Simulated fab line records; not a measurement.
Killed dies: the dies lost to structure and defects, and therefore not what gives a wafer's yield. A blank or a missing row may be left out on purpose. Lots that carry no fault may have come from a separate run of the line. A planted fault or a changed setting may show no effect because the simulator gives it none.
One fault through the eyes of 2 desks    flow sfqLine    numbers are kept per desk, each desk with only its own; the story behind them comes last

## FOR THE TOOL OWNER'S DESK: pvdSputter-05
The tool's own readings at SFQ_TRILAYER_M4_DEP_SPUTTER_091 (material Nb, target thk 200 nm, time 133.3 s): means of the sampled wafers that have a number, for each lot that ran on this tool. Marked OUT: a lot whose mean sits more than 4 standard deviations from the usual mean, which makes it out of limits; the brackets give that distance.
Columns: A = throttleValvePct at SFQ_TRILAYER_M4_DEP_SPUTTER_091, usual 29.6 %
lot   first seen here  A
L670  day 43 10:29     29.0
L682  day 48 02:18     30.8
L683  day 48 10:28     29.9
L685  day 48 15:16     30.1
This desk's verdict: no lot among the 4 shows anything out of limits.

## AT THE METROLOGY DESK
What the gauges read for every lot (on any tool): the sampled wafers with a number, averaged. Marked OUT: a lot whose mean sits more than 4 standard deviations from the usual mean, which makes it out of limits; the brackets give that distance.
Columns: A = M3_OVL at SFQ_M3_OVL_MEAS_921, usual -2 nm; B = M4_NB_RS at SFQ_M4_RS_MEAS_924, usual 0.892 ohm/sq
lot   first seen here  A    B
L668  day 36 04:04     -10  0.902
L670  day 36 19:41     -4   0.878
L671  day 37 17:05     -3   0.907
L672  day 37 20:41     0    0.912
L673  day 38 00:17     4    0.909
L674  day 38 15:51     -4   0.901
L675  day 39 06:28     -1   0.890
L676  day 39 08:52     -5   0.899
L682  day 41 05:15     3    1.073 (+16) OUT
L683  day 41 14:51     1    1.271 (+34) OUT
L685  day 41 23:22     4    1.466 (+52) OUT
L687  day 42 16:05     -7   0.890
L688  day 43 07:41     -15  0.883
L689  day 43 21:45     -1   0.879
L691  day 45 01:28     5    0.884
This desk finds L682, L683, L685 out of limits, with the earliest case on L682 at day 48 02:23 (M4_NB_RS at SFQ_M4_RS_MEAS_924). In limits: L668, L670, L671, L672, L673, L674, L675, L676, L687, L688, L689, L691.

## BROUGHT TOGETHER
On L682, L683, L685, the metrology desk was in a position to raise an alarm at day 48 02:23.
The tool owner's desk saw nothing out of limits.
The tool owner's desk has L682, L683, L685 on record, within its limits.
On pvdSputter-05, each named lot ran SFQ_TRILAYER_M4_DEP_SPUTTER_091.

## WHAT THE SIMULATOR HAD INSERTED
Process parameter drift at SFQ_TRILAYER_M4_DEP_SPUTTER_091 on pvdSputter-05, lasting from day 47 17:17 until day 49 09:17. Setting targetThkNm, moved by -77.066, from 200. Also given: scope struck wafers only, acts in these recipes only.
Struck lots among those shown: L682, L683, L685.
Hours from the fault's start to each desk's first reading out of limits: the metrology desk, 9.
